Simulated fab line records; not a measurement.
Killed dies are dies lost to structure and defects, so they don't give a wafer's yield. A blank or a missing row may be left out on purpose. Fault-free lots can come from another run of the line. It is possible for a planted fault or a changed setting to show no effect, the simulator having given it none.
Matching of chambers    flow gf180mcu    GF_POLY_GATE_ETCH_13 on rie si-02: 4 sister chambers
The step etches poly-Si in HBr/Cl2, stops on SiO2, target depth 198.5 nm, time 69.6 s. 4 wafers are shown with their chamber, then 8 later ones without.

== WAFERS, EACH WITH ITS CHAMBER ==
wafer   chamber  drypump motor current A (A)
L128.2  3        5.4
L135.1  2        5.5
L135.6  1        5.5
L141.1  0        6.0

== WAFERS WITHOUT THEIR CHAMBER ==
wafer   drypump motor current A (A)
L141.4  5.3
L141.5  5.5
L142.2  5.5
L142.3  5.3
L142.6  5.5
L143.1  5.5
L143.2  5.3
L143.3  5.5

== THE CHAMBER EACH PASSED THROUGH ==
wafer   from the rows above           in truth
L141.4  can't be placed: 3 or 1 or 2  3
L141.5  can't be placed: 1 or 2 or 3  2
L142.2  can't be placed: 1 or 2 or 3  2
L142.3  can't be placed: 3 or 1 or 2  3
L142.6  can't be placed: 1 or 2 or 3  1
L143.1  can't be placed: 1 or 2 or 3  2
L143.2  can't be placed: 3 or 1 or 2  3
L143.3  can't be placed: 1 or 2 or 3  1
Correct placement for 0 of the 8. Not placeable from these rows: 8 (in 8, the candidates include the true chamber). Placed wrongly: 0.
How it was worked out, from the rows above alone: a wafer's distance from a chamber is the root of the sum, over the readings, of the square of ((its reading less the chamber's mean) divided by the reading's scatter). If the next closest chamber is less than 2 further off than the closest, the wafer can't be placed; otherwise it belongs to the closest. The mean given for a chamber averages the wafers shown for that chamber. The scatter: root of mean squared gap, hidden wafer to nearest shown wafer, with one shown wafer a chamber.
